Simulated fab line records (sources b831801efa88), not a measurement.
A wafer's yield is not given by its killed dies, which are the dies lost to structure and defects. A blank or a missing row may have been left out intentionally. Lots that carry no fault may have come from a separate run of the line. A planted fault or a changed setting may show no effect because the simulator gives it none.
Which tool is to blame? -- flow sfq_line -- 14 lots with 42 wafers sampled at 2 steps, on a route of 325 steps

## WHAT EACH GAUGE READ, for each wafer
Not one reading of a measure or inspect step in the record can be checked against a usual standard deviation.

## WHICH TOOL RAN EACH LOT (tool, then ch and the chambers of the sampled wafers, then the start)
lot,SFQ_TRILAYER_A5B_CMP_CMP_130,SFQ_TRILAYER_A5B_METRO_MEASURE_131
L671,"cmp-02 ch 0,1,2, day 57 15:31","film_metro-02, day 57 18:13"
L672,"cmp-01 ch 2,3, day 57 23:02","film_metro-03, day 58 02:26"
L673,"cmp-02 ch 0,2,3, day 58 00:31","film_metro-04, day 58 03:01"
L676,"cmp-02 ch 0,1,3, day 58 12:31","film_metro-03, day 58 15:25"
L680,"cmp-01 ch 0,2, day 59 21:00","film_metro-02, day 59 23:42"
L681,"cmp-02 ch 0,1,3, day 60 21:14","film_metro-03, day 61 00:14"
L685,"cmp-01 ch 1,3, day 61 09:21","film_metro-04, day 61 12:21"
L686,"cmp-02 ch 0,3, day 61 14:09","film_metro-03, day 61 17:21"
L687,"cmp-01 ch 0,2, day 61 19:05","film_metro-03, day 61 22:29"
L689,"cmp-02 ch 0,2,3, day 62 09:29","film_metro-04, day 62 12:29"
L690,"cmp-02 ch 1,2,3, day 63 00:31","film_metro-03, day 63 03:13"
L691,"cmp-01 ch 1,2, day 63 08:32","film_metro-02, day 63 11:44"
L692,"cmp-02 ch 1,2,3, day 63 16:56","film_metro-02, day 63 20:08"
L694,"cmp-02 ch 0,1,3, day 64 04:23","film_metro-02, day 64 07:35"
- SFQ_TRILAYER_A5B_CMP_CMP_130: polishes, stops on Nb, target thk 340.7 nm.
- SFQ_TRILAYER_A5B_METRO_MEASURE_131

## AS READ BY THE TOOLS THEMSELVES (means over the sampled wafers that have a number; for cases with no such wafer, the mark the record gives instead)
SFQ_TRILAYER_A5B_CMP_CMP_130.
lot,tool,edge_zone_pressure_frac,head_pressure_psi (psi),motor_current_A (A),slurry_flow_ml_min
L671,cmp-02,0.999,3.006,10.7,149.8
L672,cmp-01,1.001,3.011,10.2,150.0
L673,cmp-02,1.003,3.000,10.9,149.5
L676,cmp-02,0.999,2.998,10.9,150.1
L680,cmp-01,-,-,-,-
L681,cmp-02,-,-,-,-
L685,cmp-01,1.002,3.002,10.4,150.0
L686,cmp-02,1.005,2.995,11.3,149.6
L687,cmp-01,1.004,3.004,10.7,149.7
L689,cmp-02,1.004,3.000,11.0,149.8
L690,cmp-02,1.001,2.997,10.5,149.9
L691,cmp-01,0.995,3.002,9.4,149.8
L692,cmp-02,1.001,3.003,10.5,150.0
L694,cmp-02,1.003,2.991,10.9,150.1

SFQ_TRILAYER_A5B_METRO_MEASURE_131.
lot,tool,thk_nm (nm)
L671,film_metro-02,339
L672,film_metro-03,344
L673,film_metro-04,348
L676,film_metro-03,340
L680,film_metro-02,593
L681,film_metro-03,590
L685,film_metro-04,342
L686,film_metro-03,344
L687,film_metro-03,352
L689,film_metro-04,347
L690,film_metro-03,341
L691,film_metro-02,348
L692,film_metro-02,342
L694,film_metro-02,344

## THE ANSWER, worked out from the rows above alone
Rule: the lots themselves supply what counts as usual. The widest of any qualifying gaps counts: lots, ordered by their means at a reading, are off when they make up no more than a third of the lots, leave a main group of 4 or more, and stand apart from it by 3 or more times the standard deviation of that group's means. The tables above print the reading to a certain number of digits; a main group whose means all agree to those digits is not used. Also off: a lot with no number at a reading for which 4 or more lots have one. The other lots that the step has rows for count as sound. After the gauges, taken in route order, come the tools' own readings; for these a lot's mean is taken, as printed above. The first step at which some lot is off is used, and at that step the reading that is off furthest; a lot without a number counts as furthest.
Off: L680, L681, at SFQ_TRILAYER_A5B_CMP_CMP_130 (edge_zone_pressure_frac). Without a number there: L680, L681. Main group: mean 1.001, sd 0.0027.
If a tool, at that step or one of the process steps before it, ran each lot that is off and ran no sound lot following the first of them, it fits. No candidate that was tried fits.

## WHAT THE SIMULATOR HAD INSERTED
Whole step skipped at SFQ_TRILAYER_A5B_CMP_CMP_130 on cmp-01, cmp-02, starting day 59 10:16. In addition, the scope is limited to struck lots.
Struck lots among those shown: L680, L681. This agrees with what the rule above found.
